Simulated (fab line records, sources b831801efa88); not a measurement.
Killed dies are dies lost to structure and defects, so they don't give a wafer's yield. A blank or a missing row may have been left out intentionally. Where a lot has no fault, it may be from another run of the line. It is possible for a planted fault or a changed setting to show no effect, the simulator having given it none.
Which tool was responsible?    flow sky130    24 lots with 72 wafers sampled at 4 steps, on a route of 708 steps

WHAT THE GAUGES SHOWED, per wafer
SKY_VIA2_OVL_MEAS_13. Usual: VIA2_OVL gives 4 nm (standard deviation 4.9).
lot   measured      on          VIA2_OVL (nm)  flag
L074  day 36 01:42  overlay-01  5 0 6          
L075  day 36 12:52  overlay-02  6 4 3          
L076  day 36 20:49  overlay-01  0 -3 4         
L077  day 36 23:35  overlay-02  4 3 3          
L078  day 37 16:29  overlay-01  8 11 7         
L079  day 38 06:31  overlay-02  -2 -3 -3       
L081  day 38 15:59  overlay-02  6 4 4          
L080  day 38 17:44  overlay-01  6 3 6          
L082  day 38 20:19  overlay-02  12 5 1         
L083  day 39 06:05  overlay-01  8 3 9          
L085  day 40 12:44  overlay-02  4 -4 -2        
L086  day 40 15:37  overlay-01  -7 0 2         
L084  day 40 16:17  overlay-01  10 13 7        
L087  day 40 16:34  overlay-01  0 2 0          
L088  day 40 17:23  overlay-02  0 0 -2         
L089  day 40 20:58  overlay-02  9 11 10        
L090  day 41 00:40  overlay-02  4 1 1          
L091  day 41 13:26  overlay-01  3 12 8         
L092  day 42 08:47  overlay-01  1 -1 -1        
L093  day 42 11:40  overlay-01  8 11 8         
L094  day 42 14:38  overlay-02  -5 -1 -2       
L095  day 42 19:53  overlay-01  6 9 7          
L096  day 43 02:02  overlay-01  7 5 4          
L097  day 43 02:23  overlay-01  12 11 14       

SKY_CAPM_OVL_MEAS_12. Usual: CAPM_OVL gives -0.4 nm (standard deviation 1.7).
lot   measured      on          CAPM_OVL (nm)   flag
L074  day 37 05:04  overlay-01  0.4 -2.0 0.6    
L075  day 37 16:48  overlay-02  1.1 0.9 1.5     
L076  day 38 00:30  overlay-02  -1.6 -1.8 -1.5  
L077  day 38 02:54  overlay-01  2.2 2.4 2.4     
L078  day 38 19:16  overlay-02  -0.7 -1.4 -1.9  
L079  day 39 09:07  overlay-02  0.2 -0.6 -1.2   
L081  day 39 18:01  overlay-02  1.2 -0.2 0.8    
L080  day 39 20:04  overlay-01  -0.6 0.7 -0.6   
L082  day 39 22:22  overlay-02  -0.8 -1.6 -2.8  
L083  day 40 08:07  overlay-02  2.3 0.6 3.0     
L085  day 41 14:49  overlay-02  1.8 2.6 1.1     
L086  day 41 17:00  overlay-01  2.2 1.2 -0.5    
L084  day 41 17:40  overlay-01  -2.0 -3.4 -2.6  
L087  day 41 19:13  overlay-02  -2.4 -1.6 -0.9  
L088  day 41 19:31  overlay-01  -0.2 0.3 0.0    
L089  day 41 22:25  overlay-02  -0.5 -0.8 0.1   
L090  day 42 01:37  overlay-01  -2.7 -1.2 -1.6  
L091  day 42 14:49  overlay-01  -3.8 -2.6 -3.0  
L092  day 43 09:28  overlay-01  -0.4 0.4 1.9    
L093  day 43 12:30  overlay-02  0.0 -0.8 -0.4   
L094  day 43 14:52  overlay-01  -1.2 0.5 -0.4   
L095  day 43 20:16  overlay-02  -2.5 -3.9 -1.4  
L096  day 44 02:43  overlay-01  0.6 1.6 1.0     
L097  day 44 03:22  overlay-01  1.3 -1.3 -2.3   

SKY_METAL3_OVL_MEAS_14. Usual: METAL3_OVL gives -4 nm (standard deviation 6.5).
lot   measured      on          METAL3_OVL (nm)  flag
L074  day 38 07:20  overlay-01  0 -10 -4         
L075  day 38 19:01  overlay-02  1 -8 3           
L076  day 39 02:20  overlay-01  -5 -5 0          
L077  day 39 05:08  overlay-01  5 2 7            
L078  day 39 20:59  overlay-01  0 2 4            
L079  day 40 10:04  overlay-02  -19 -14 -12      
L081  day 40 18:38  overlay-02  -10 -22 -16      
L080  day 40 21:38  overlay-02  4 -4 -8          
L082  day 41 00:19  overlay-02  0 -4 -4          
L083  day 41 09:53  overlay-02  11 6 3           
L085  day 42 15:02  overlay-02  -11 -13 -14      
L086  day 42 17:10  overlay-01  -1 -1 -2         
L084  day 42 18:09  overlay-02  -8 -6 -9         
L087  day 42 19:46  overlay-01  4 4 5            
L088  day 42 19:53  overlay-02  2 1 1            
L089  day 42 22:35  overlay-01  -10 -2 -6        
L090  day 43 02:02  overlay-02  -9 -4 4          
L091  day 43 13:26  overlay-01  -1 4 2           
L092  day 44 08:41  overlay-01  -15 -14 -14      
L093  day 44 11:26  overlay-01  -4 -7 -7         
L094  day 44 14:50  overlay-01  -6 -3 0          
L095  day 44 19:19  overlay-01  -11 -4 -2        
L096  day 45 01:29  overlay-02  -8 -10 -16       
L097  day 45 02:14  overlay-01  -4 -12 -9        

EACH LOT AND THE TOOL THAT RAN IT (in order: tool; ch and the chambers of the sampled wafers; start)
lot   SKY_VIA2_CMP_24
L074  cmp-01 ch 0,1,3, day 36 02:49
L075  cmp-01 ch 0,1,3, day 36 14:32
L076  cmp-02 ch 0,1, day 36 22:08
L077  cmp-02 ch 0,1, day 37 00:49
L078  cmp-01 ch 1,2, day 37 17:40
L079  cmp-02 ch 0,1,2, day 38 07:38
L081  cmp-02 ch 0,3, day 38 17:05
L080  cmp-01 ch 0,2,3, day 38 18:53
L082  cmp-01 ch 0,1,3, day 38 21:26
L083  cmp-02 ch 1,3, day 39 07:11
L085  cmp-01 ch 0,1,3, day 40 13:53
L086  cmp-02 ch 0,1,2, day 40 16:49
L084  cmp-02 ch 2,3, day 40 17:26
L087  cmp-02 ch 0,1,2, day 40 18:08
L088  cmp-01 ch 0,1,2, day 40 18:40
L089  cmp-01 ch 0,1,3, day 40 22:38
L090  cmp-01 ch 0,1,3, day 41 01:49
L091  cmp-01 ch 0,2,3, day 41 14:40
L092  cmp-01 ch 0,1,2, day 42 10:01
L093  cmp-01 ch 0,2,3, day 42 12:55
L094  cmp-01 ch 0,1,2, day 42 15:52
L095  cmp-02 ch 1,2,3, day 42 21:21
L096  cmp-02 ch 0,1,3, day 43 03:17
L097  cmp-01 ch 0,1,2, day 43 03:45
- SKY_VIA2_CMP_24: polishes, stops on SiO2, t overpolish 20 s, target thk 0 nm.

WHAT THE TOOLS THEMSELVES READ (means of the sampled wafers that have a number; where no wafer has one, the mark that the record gives instead)
SKY_VIA2_CMP_24. Usual: edgeZonePressureFrac 0.999, standard deviation 0.0055; motorCurrentA 11.1 A, standard deviation 1.1; overpolishRunS 20.000 s, standard deviation 0.0097; retainingRingPressureFrac 0.999, standard deviation 0.0048; timeToEndpointS 103 s, standard deviation 3.3.
lot   tool    edgeZonePressureFrac  motorCurrentA (A)  overpolishRunS (s)  retainingRingPressureFrac  timeToEndpointS (s)  flag
L074  cmp-01  0.999                 11.0               19.995              0.999                      102                  
L075  cmp-01  0.999                 10.8               19.998              0.996                      98                   
L076  cmp-02  1.009                 10.2               19.997              0.998                      102                  
L077  cmp-02  1.001                 9.6                19.988              1.000                      100                  
L078  cmp-01  0.999                 12.2               19.996              0.999                      104                  
L079  cmp-02  1.000                 10.5               20.004              1.000                      97                   
L081  cmp-02  0.998                 10.5               19.995              1.001                      105                  
L080  cmp-01  0.999                 11.7               19.998              1.000                      101                  
L082  cmp-01  0.997                 10.9               19.997              0.997                      104                  
L083  cmp-02  0.998                 11.1               19.996              0.997                      111                  
L085  cmp-01  0.994                 10.9               19.992              0.998                      103                  
L086  cmp-02  1.002                 10.0               19.998              0.999                      105                  
L084  cmp-02  1.001                 11.9               20.004              0.997                      102                  
L087  cmp-02  0.995                 10.3               20.004              0.998                      105                  
L088  cmp-01  1.004                 11.0               19.996              1.001                      104                  
L089  cmp-01  1.000                 10.8               19.995              1.002                      106                  
L090  cmp-01  0.999                 10.9               20.010              0.999                      102                  
L091  cmp-01  0.997                 11.9               19.997              0.996                      104                  
L092  cmp-01  0.999                 11.4               20.011              1.007                      103                  
L093  cmp-01  1.001                 11.4               20.006              0.998                      105                  
L094  cmp-01  0.996                 11.1               20.002              0.994                      104                  
L095  cmp-02  1.004                 11.5               20.010              1.003                      104                  
L096  cmp-02  0.998                 10.8               20.007              0.995                      108                  
L097  cmp-01  1.002                 11.4               19.992              1.002                      102                  

THE ANSWER, worked out from the rows above alone
Rule: a lot is off if the mean of its wafers that have a number lies more than 3 standard deviations from the usual mean. Also off: a lot with no number at a reading for which 4 or more lots have one. All remaining lots with rows at the step are treated as sound. The gauges are gone through in route order, then the tools' own readings, and for those a lot's mean is taken as printed above. At the first step where some lot is off, the reading lying furthest off is the one used; lots without a number count as furthest.
Across all readings shown, no lot is off: no conclusion can be drawn from this.

WHAT WAS PUT IN BY THE SIMULATOR
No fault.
